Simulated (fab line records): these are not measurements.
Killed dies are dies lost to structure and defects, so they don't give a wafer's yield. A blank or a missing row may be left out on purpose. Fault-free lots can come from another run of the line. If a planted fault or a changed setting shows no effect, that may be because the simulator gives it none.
What tool caused it? | flow sfq line | 14 lots, 42 wafers sampled, at 3 steps of a route of 325

WHAT THE GAUGES SHOWED, per wafer
No reading from a measuring or inspecting step in the record can be judged against a usual standard deviation.

WHICH TOOL RAN EACH LOT (tool, then ch and the chambers of the sampled wafers, then the start)
lot  | SFQ_TRILAYER_I0_CMP_CMP_028   | SFQ_TRILAYER_I0_METRO_MEASURE_029 | SFQ_TRILAYER_I0_VIA_ETCH_VIA_ETCH_034
L587 | cmp-02 ch 0,1,3, day 11 08:52 | film metro-04, day 11 11:41       | rie diel-02 ch 0,1,3, day 16 20:05
L588 | cmp-01 ch 0,1,3, day 11 15:36 | film metro-04, day 11 18:43       | rie diel-02 ch 0,1,3, day 17 04:29
L589 | cmp-02 ch 0,2,3, day 12 12:38 | film metro-01, day 12 15:45       | rie diel-02 ch 0,3, day 18 05:41
L590 | cmp-01 ch 1,3, day 12 21:58   | film metro-04, day 13 00:35       | rie diel-02 ch 0,2, day 18 15:17
L591 | cmp-02 ch 1,2,3, day 13 07:28 | film metro-01, day 13 10:35       | rie diel-04 ch 0,2, day 19 02:34
L592 | cmp-02 ch 0,2,3, day 13 17:28 | film metro-02, day 13 19:35       | rie diel-03 ch 0,3, day 19 15:44
L598 | cmp-01 ch 0,1,2, day 15 09:55 | film metro-02, day 15 13:14       | rie diel-02 ch 1,2,3, day 21 12:22
L599 | cmp-01 ch 0,1,2, day 15 17:32 | film metro-01, day 15 19:51       | rie diel-02 ch 1,2, day 21 19:34
L603 | cmp-02 ch 0,1,2, day 18 08:21 | film metro-02, day 18 11:40       | rie diel-02 ch 1,3, day 23 09:01
L605 | cmp-01 ch 1,3, day 18 23:59   | film metro-04, day 19 03:01       | rie diel-03 ch 0,1,2, day 25 11:32
L606 | cmp-02 ch 0,1,2, day 19 20:55 | film metro-02, day 19 23:02       | rie diel-02 ch 0,1,3, day 26 12:40
L607 | cmp-01 ch 1,2,3, day 20 10:16 | film metro-04, day 20 13:23       | rie diel-03 ch 0,1,2, day 27 03:18
L608 | cmp-02 ch 0,2,3, day 20 15:38 | film metro-02, day 20 18:57       | rie diel-03 ch 0,3, day 27 09:18
L609 | cmp-02 ch 0,1,2, day 20 23:22 | film metro-02, day 21 02:11       | rie diel-02 ch 0,3, day 27 15:18
- SFQ_TRILAYER_I0_CMP_CMP_028: polishes SiO2.
- SFQ_TRILAYER_I0_METRO_MEASURE_029
- SFQ_TRILAYER_I0_VIA_ETCH_VIA_ETCH_034: etches SiO2 in CHF3, stops on Nb, target depth 260 nm.

AS READ BY THE TOOLS THEMSELVES (means over the sampled wafers that have a number; for cases with no such wafer, the mark the record gives instead)
SFQ_TRILAYER_I0_CMP_CMP_028.
lot  | tool   | motor current A (A) | slurry filter dp kPa (kPa) | time to endpoint s (s)
L587 | cmp-02 | 9.7                 | 13.64                      | 216
L588 | cmp-01 | 9.8                 | 13.38                      | 217
L589 | cmp-02 | 9.9                 | 13.40                      | 212
L590 | cmp-01 | 9.5                 | 13.46                      | 211
L591 | cmp-02 | 10.1                | 13.47                      | 213
L592 | cmp-02 | 9.8                 | 13.51                      | 211
L598 | cmp-01 | 10.5                | 13.62                      | 273
L599 | cmp-01 | 9.7                 | 13.41                      | 273
L603 | cmp-02 | 10.0                | 13.55                      | 211
L605 | cmp-01 | 9.7                 | 13.48                      | 216
L606 | cmp-02 | 10.1                | 13.26                      | 206
L607 | cmp-01 | 9.9                 | 13.46                      | 210
L608 | cmp-02 | 9.9                 | 13.51                      | 219
L609 | cmp-02 | 10.1                | 13.51                      | 215

SFQ_TRILAYER_I0_METRO_MEASURE_029.
lot  | tool          | thk nm (nm)
L587 | film metro-04 | 199.2
L588 | film metro-04 | 201.1
L589 | film metro-01 | 199.3
L590 | film metro-04 | 198.7
L591 | film metro-01 | 199.8
L592 | film metro-02 | 197.4
L598 | film metro-02 | 302.1
L599 | film metro-01 | 303.6
L603 | film metro-02 | 200.4
L605 | film metro-04 | 200.6
L606 | film metro-02 | 200.2
L607 | film metro-04 | 199.5
L608 | film metro-02 | 200.9
L609 | film metro-02 | 199.9

SFQ_TRILAYER_I0_VIA_ETCH_VIA_ETCH_034.
lot  | tool        | bias w (W) | drypump motor current A (A) | oes product au (a.u.)
L587 | rie diel-02 | 80.05      | 5.7                         | 0.852
L588 | rie diel-02 | 80.14      | 5.7                         | 0.860
L589 | rie diel-02 | 80.22      | 5.6                         | 0.847
L590 | rie diel-02 | 80.10      | 5.5                         | 0.854
L591 | rie diel-04 | 79.89      | 5.4                         | 0.852
L592 | rie diel-03 | 80.21      | 5.3                         | 0.850
L598 | rie diel-02 | 79.83      | 5.7                         | 0.989
L599 | rie diel-02 | 79.99      | 5.7                         | 0.999
L603 | rie diel-02 | 80.03      | 5.8                         | 0.854
L605 | rie diel-03 | 79.58      | 5.6                         | 0.857
L606 | rie diel-02 | 80.03      | 5.7                         | 0.855
L607 | rie diel-03 | 79.85      | 5.6                         | 0.855
L608 | rie diel-03 | 80.16      | 5.3                         | 0.855
L609 | rie diel-02 | 79.87      | 5.7                         | 0.857

THE ANSWER, worked out from the rows above alone
Rule: the lots themselves supply what counts as usual. The widest of any qualifying gaps counts: lots, ordered by their means at a reading, are off when they make up no more than a third of the lots, leave a main group of 4 or more, and stand apart from it by 3 or more times the standard deviation of that group's means. The tables above print the reading to a certain number of digits; a main group whose means all agree to those digits is not used. Also off: a lot with no number at a reading for which 4 or more lots have one. The other lots that the step has rows for count as sound. First the gauges in route order, then the tools' own readings, where a lot's mean is used as printed above. The first step at which some lot is off is used, and at that step the reading that is off furthest; a lot without a number counts as furthest.
Off: L598, L599 (SFQ_TRILAYER_I0_CMP_CMP_028, time to endpoint s). The main group: mean 213 s, standard deviation 3.5.
A tool fits if, at that step or a process step before it, it ran every lot that is off, and no sound lot after the first of them. None of those tried fits.

WHAT THE SIMULATOR PUT IN
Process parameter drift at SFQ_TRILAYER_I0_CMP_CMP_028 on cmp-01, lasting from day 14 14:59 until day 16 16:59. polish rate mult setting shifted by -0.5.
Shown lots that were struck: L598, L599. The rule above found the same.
